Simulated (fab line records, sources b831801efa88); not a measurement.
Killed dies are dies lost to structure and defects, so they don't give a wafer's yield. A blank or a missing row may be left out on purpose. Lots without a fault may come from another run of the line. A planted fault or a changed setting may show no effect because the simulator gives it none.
A struck lot beside a sound one | flow gf180mcu | 23 steps out of a route of 602
Sound: wafers L291.1, L291.3, L291.5. Struck: wafers L298.2, L298.3, L298.6. The cause comes at the end.
At each step with rows: each side's tool, then ch and its chambers, then its first start. Under that, the readings that differ: sound wafers | struck wafers | difference of the means | sigmas: that difference in standard deviations of wafers without a fault.
alike: readings whose means differ by less than 2 such deviations, and words and numbers that are the same on both sides. not compared: withheld readings, readings that some wafer has no value for, bounds like >300 that may hide the same value, and numbers for which the record gives no deviation and whose values overlap.
The two part at a step that has a row with sigmas, a row that says differs or no value, or rows on one side only. Numbers that don't overlap but have no deviation are shown without sigmas and don't part them. A reading that every wafer of one side lacks parts them only if that side has two wafers or more.

GF_V5_RS_MEAS_24: measures by four-point-probe.
  sound on film_metro-03, day 28 03:26; struck on film_metro-01, day 30 01:09
  alike: V5_W_RS
GF_V5_THK_MEAS_25: measures by xrf.
  sound on film_metro-03, day 28 03:34; struck on film_metro-01, day 30 01:16
  alike: V5_W_THK
GF_V5_CMP_26: polishes, stops on SiO2, t overpolish 15 s, target thk 0 nm.
  sound on cmp-02 ch 0,1, day 28 03:37; struck on cmp-02 ch 0,1,2, day 30 01:19
  alike: motor_current_A, overpolish_run_s, time_to_endpoint_s
GF_TOP_METAL_SPUTTER_00: material Ti, target thk 37.5 nm, time 150 s.
  sound on pvd_sputter-02, day 28 03:55; struck on pvd_sputter-02, day 30 01:37
  alike: throttle_valve_pct
GF_TOP_METAL_SPUTTER_01: material TiN, target thk 30 nm, time 25 s.
  sound on pvd_sputter-02, day 28 04:01; struck on pvd_sputter-02, day 30 01:43
  alike: throttle_valve_pct
GF_TOP_METAL_SPUTTER_02: material AlCu, target thk 900 nm, time 47.82 s.
  sound on pvd_sputter-02, day 28 04:03; struck on pvd_sputter-02, day 30 01:44
  alike: throttle_valve_pct
GF_TOP_METAL_SPUTTER_03: material Ti, target thk 5 nm, time 3.3 s.
  sound on pvd_sputter-02, day 28 04:05; struck on pvd_sputter-02, day 30 01:47
  alike: throttle_valve_pct
then, 1 step without rows for these wafers: GF_TOP_METAL_SPUTTER_04 (material TiN, target thk 25 nm, time 20.8 s).
GF_TOP_METAL_RS_MEAS_05: measures by four-point-probe.
  sound on film_metro-03, day 28 04:08; struck on film_metro-01, day 30 01:51
  alike: TOP_METAL_ALCU_RS
GF_TOP_METAL_THK_MEAS_06: measures by xrf.
  sound on film_metro-03, day 28 04:16; struck on film_metro-01, day 30 01:58
  alike: TOP_METAL_ALCU_THK
then, 2 steps without rows for these wafers: GF_TOP_METAL_DEHYDRATE_07 (time 60 s); GF_TOP_METAL_HMDS_08 (prime time 60 s).
GF_TOP_METAL_COAT_09: resist thk 1500 nm.
  sound on litho_track-03 ch 0, day 28 13:28; struck on litho_track-04 ch 0, day 30 11:56
  reading                                        | sound                | struck               | difference | sigmas
  spin_speed_rpm (rpm)                           | 3003.2 3000.4 3005.0 | 3263.8 3264.0 3263.2 | +260.8     | +99 or more
  model.NOVOLAK_of_TOP_METAL_COAT_09.thk_nm (nm) | 1492 1496 1498       | 1448 1446 1447       | -48        |
  alike: chill_plate_temp_C, dispense_pressure_kPa
then, 4 steps without rows for these wafers: GF_TOP_METAL_SOFTBAKE_10 (time 60 s); GF_TOP_METAL_EXPOSE_11 (exposes mask MetalTop, target cd 440 nm); GF_TOP_METAL_PEB_12; GF_TOP_METAL_DEVELOP_13 (develop time 60 s).
GF_TOP_METAL_CD_MEAS_14: target cd 440 nm.
  sound on cd_sem-02, day 28 21:37; struck on cd_sem-02, day 30 20:36
  reading    | sound             | struck            | difference | sigmas
  cd_nm (nm) | 436.8 438.9 439.4 | 430.7 430.8 430.6 | -7.7       | -5
  not compared: hold
GF_TOP_METAL_OVL_MEAS_15:
  sound on overlay-01, day 28 21:44; struck on overlay-02, day 30 23:37
  reading | sound | struck                                                                     | difference                   | sigmas
  hold    | - - - | await_dispo/2.9h/release await_dispo/2.9h/release await_dispo/2.9h/release | no value on the sound wafers |
  alike: TOP_METAL_OVL
GF_TOP_METAL_METAL_ETCH_16: etches the open film in Cl2/BCl3, stops on SiO2, target depth 1197 nm, time 199.5 s.
  sound on rie_metal-01 ch 0,1, day 28 21:46; struck on rie_metal-01 ch 0,1, day 30 23:39
  reading                                        | sound          | struck            | difference | sigmas
  model.NOVOLAK_of_TOP_METAL_COAT_09.thk_nm (nm) | 1022 1025 1020 | 973.5 969.9 972.8 | -50.3      |
  alike: drypump_motor_current_A, oes_product_au, throttle_valve_pct
  not compared: rf_hours_counter_h
GF_TOP_METAL_STRIP_17: strips in O2/N2.
  sound on plasma_asher-04 ch 0,1, day 28 21:58; struck on plasma_asher-02 ch 0,1, day 30 23:59
  reading                      | sound             | struck            | difference | sigmas
  strip_time_to_endpoint_s (s) | 12.93 12.95 12.89 | 12.43 12.39 12.41 | -0.51      | -6
  alike: drypump_motor_current_A, heater_power_w, oes_product_au
  not compared: rf_hours_counter_h
then, 1 step without rows for these wafers: GF_TOP_METAL_STRIP_18 (strips in post etch residue remover, time 1200 s).
GF_PASSIVATION_PROBE_99:
  the record has rows for the struck wafers here (prober-01, day 31 18:00) and none for the sound ones

WHERE THEY PART
First at GF_TOP_METAL_COAT_09; last, within this record, at GF_PASSIVATION_PROBE_99.

WHY: what the simulator had put in
Process parameter drift: litho_track-04, from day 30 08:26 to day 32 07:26, at GF_TOP_METAL_COAT_09. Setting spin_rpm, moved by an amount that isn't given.
